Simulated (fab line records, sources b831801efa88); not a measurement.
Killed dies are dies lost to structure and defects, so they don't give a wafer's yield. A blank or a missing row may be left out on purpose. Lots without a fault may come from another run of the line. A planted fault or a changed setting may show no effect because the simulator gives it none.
Split-lot experiment | flow sfq_line | 5 lots, 23 wafers read, on a route of 325 steps

THE SPLIT
At SFQ_TRILAYER_M8_DEP_EVAP_196 (material Au, target thk 180 nm, time 900 s), the setting time_s was moved away from the recipe's 900 s on 7 of the 23 wafers read, by +7.4% to +14.7%. The other wafers ran this setting at the recipe's value.

FROM THE SPLIT TO THE READING: what the file shows between them, 1 step
- SFQ_M8_RS_MEAS_949: measures by four-point-probe

THE READING
M8_AU_THK, in nm, at SFQ_M8_THK_MEAS_950 (measures by xrf). Fault-free wafers of this fab line usually give 178.7 nm, standard deviation 2.3 nm.

wafer  | tool, chamber at the split | time_s as run, s | against the recipe | M8_AU_THK, nm | against lot-mates on the recipe
L076.1 | pvd_sputter-02, -          | 900              | recipe             | 175.6         | -
L076.2 | pvd_sputter-02, -          | 900              | recipe             | 177.5         | -
L076.3 | pvd_sputter-02, -          | 900              | recipe             | 173.4         | -
L076.5 | pvd_sputter-02, -          | 966.9            | +7.4%              | 186.8         | +11.3
L076.6 | pvd_sputter-02, -          | 966.9            | +7.4%              | 189.3         | +13.8
L081.2 | pvd_sputter-01, -          | 900              | recipe             | 176.6         | -
L081.3 | pvd_sputter-01, -          | 900              | recipe             | 175.4         | -
L081.6 | pvd_sputter-01, -          | 900              | recipe             | 176.8         | -
L082.1 | pvd_sputter-02, -          | 900              | recipe             | 182.4         | -
L082.2 | pvd_sputter-02, -          | 1032             | +14.7%             | 204.4         | +22.9
L082.3 | pvd_sputter-02, -          | 900              | recipe             | 179.9         | -
L082.5 | pvd_sputter-02, -          | 1032             | +14.7%             | 204.1         | +22.6
L082.6 | pvd_sputter-02, -          | 900              | recipe             | 182.1         | -
L083.1 | pvd_sputter-01, -          | 900              | recipe             | 177.2         | -
L083.2 | pvd_sputter-01, -          | 900              | recipe             | 176.7         | -
L083.3 | pvd_sputter-01, -          | 900              | recipe             | 177.9         | -
L083.5 | pvd_sputter-01, -          | 900              | recipe             | 178.5         | -
L083.6 | pvd_sputter-01, -          | 900              | recipe             | 177.4         | -
L084.1 | pvd_sputter-02, -          | 991.8            | +10.2%             | 198.6         | +19.2
L084.2 | pvd_sputter-02, -          | 900              | recipe             | 179.4         | -
L084.3 | pvd_sputter-02, -          | 900              | recipe             | 179.3         | -
L084.4 | pvd_sputter-02, -          | 991.8            | +10.2%             | 196.7         | +17.3
L084.6 | pvd_sputter-02, -          | 991.8            | +10.2%             | 198.0         | +18.6

THE FIT
A straight line over all 23 wafers: M8_AU_THK changes by +1.81 nm for each +1% of time_s; r = +0.97; the points scatter about the line by 2.3 nm.
The same after taking each lot's own level away (the mean of its wafers on the recipe; 23 wafers): +1.66 nm for each +1%; r = +0.99; scatter 1.2 nm.
On that fit, the largest move of time_s shifts the reading by 24 nm.
The lots' own levels span 175.50 to 181.47 nm, that is 2.6 times the standard deviation above.
So the lot-to-lot level changes the slope little: the two slopes agree.
Check: with one of the wafers moved furthest among these (+14.7%) left out of the fit, the line predicts +24.9 nm for it against its lot-mates. It came out at +22.9 nm against them.

OTHER SPLITS ON THESE WAFERS
These wafers also went through other splits before the reading. Each is held against what the fit with the lots' levels taken away leaves over:
other split on the same wafers                     | wafers away from the commonest value | r with M8_AU_THK (lot level and that fit taken away)
SFQ_TRILAYER_M6_DEP_PRE_CLEAN_158 bias_v           | 7                                    | -0.14
SFQ_TRILAYER_M6_LITHO_COAT_159 resist_thk_nm       | 11                                   | -0.51
SFQ_TRILAYER_M6_ETCH_METAL_ETCH_162 pressure_mtorr | 18                                   | -0.41
SFQ_TRILAYER_I6_VIA_LITHO_COAT_174 resist_thk_nm   | 12                                   | +0.30
SFQ_TRILAYER_I6_VIA_LITHO_EXPOSE_170 dose_mj       | 12                                   | -0.19
SFQ_TRILAYER_M7_LITHO_PEB_180 peb_temp_c           | 8                                    | +0.14
SFQ_TRILAYER_I7_CMP_CMP_184 down_force_psi         | 6                                    | +0.13

THE WHOLE CHAIN: every reading that the file lists as answering this split, in the file's order
step                         | what it does                               | reading                                                                                | change (the file's fit)              | r (the file's)
SFQ_TRILAYER_M8_DEP_EVAP_196 | material Au, target thk 180 nm, time 900 s | Au_of_TRILAYER_M8_DEP_EVAP_196.thk_nm (the simulator's own value, which no gauge read) | +1.69 nm for each +1% of the setting | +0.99
SFQ_M8_RS_MEAS_949           | measures by four-point-probe               | M8_AU_RS                                                                               | -0.00129 for each +1% of the setting | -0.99
SFQ_M8_THK_MEAS_950          | measures by xrf                            | M8_AU_THK                                                                              | +1.64 for each +1% of the setting    | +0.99

THE FILE'S OWN FIT
M8_AU_THK changes by +1.64 nm for each +1% of time_s, r = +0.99.
